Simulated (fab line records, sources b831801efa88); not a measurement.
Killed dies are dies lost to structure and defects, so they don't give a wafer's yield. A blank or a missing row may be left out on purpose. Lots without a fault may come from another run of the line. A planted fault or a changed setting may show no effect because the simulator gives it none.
Chamber matching | flow gf180mcu | GF_SAB_ETCH_11 on rie_diel-02: 4 sister chambers
The step etches SiO2 in C4F8/O2/Ar, target depth 55 nm, time 8.5 s. 7 wafers are shown with their chamber, then 8 later ones without.

WAFERS WITH THEIR CHAMBER
wafer  | chamber | oes_product_au (a.u.)
L881.5 | 2       | 1.006
L887.4 | 0       | 0.990
L887.5 | 1       | 0.999
L889.1 | 0       | 0.976
L889.2 | 3       | 1.007
L889.3 | 1       | 1.000
L892.2 | 3       | 1.022

WAFERS WITHOUT THEIR CHAMBER
wafer  | oes_product_au (a.u.)
L892.3 | 0.992
L892.6 | 1.022
L894.1 | 1.010
L894.4 | 0.988
L894.6 | 0.995
L896.1 | 0.992
L896.2 | 0.999
L896.4 | 1.001

WHICH CHAMBER EACH WENT THROUGH
wafer  | from the rows above               | in truth
L892.3 | can't be placed: 1 or 0 or 2 or 3 | 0
L892.6 | can't be placed: 3 or 2 or 1      | 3
L894.1 | can't be placed: 2 or 3 or 1      | 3
L894.4 | can't be placed: 0 or 1 or 2      | 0
L894.6 | can't be placed: 1 or 2 or 0 or 3 | 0
L896.1 | can't be placed: 1 or 0 or 2 or 3 | 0
L896.2 | can't be placed: 1 or 2 or 3 or 0 | 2
L896.4 | can't be placed: 1 or 2 or 3 or 0 | 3
Placed correctly: 0 of 8. Can't be placed from these rows: 8 (the true chamber is among the candidates in 8). Placed wrongly: 0.
How it was worked out, from the rows above alone: a wafer's distance from a chamber is the root of the sum, over the readings, of the square of ((its reading less the chamber's mean) divided by the reading's scatter). The wafer belongs to the nearest chamber; if the next one is less than 2 further off, it can't be placed. A chamber's mean is the mean of its shown wafers. The scatter: the root of (the sum of the squares of (reading less its chamber's mean) over the shown wafers, divided by (wafers less chambers)).
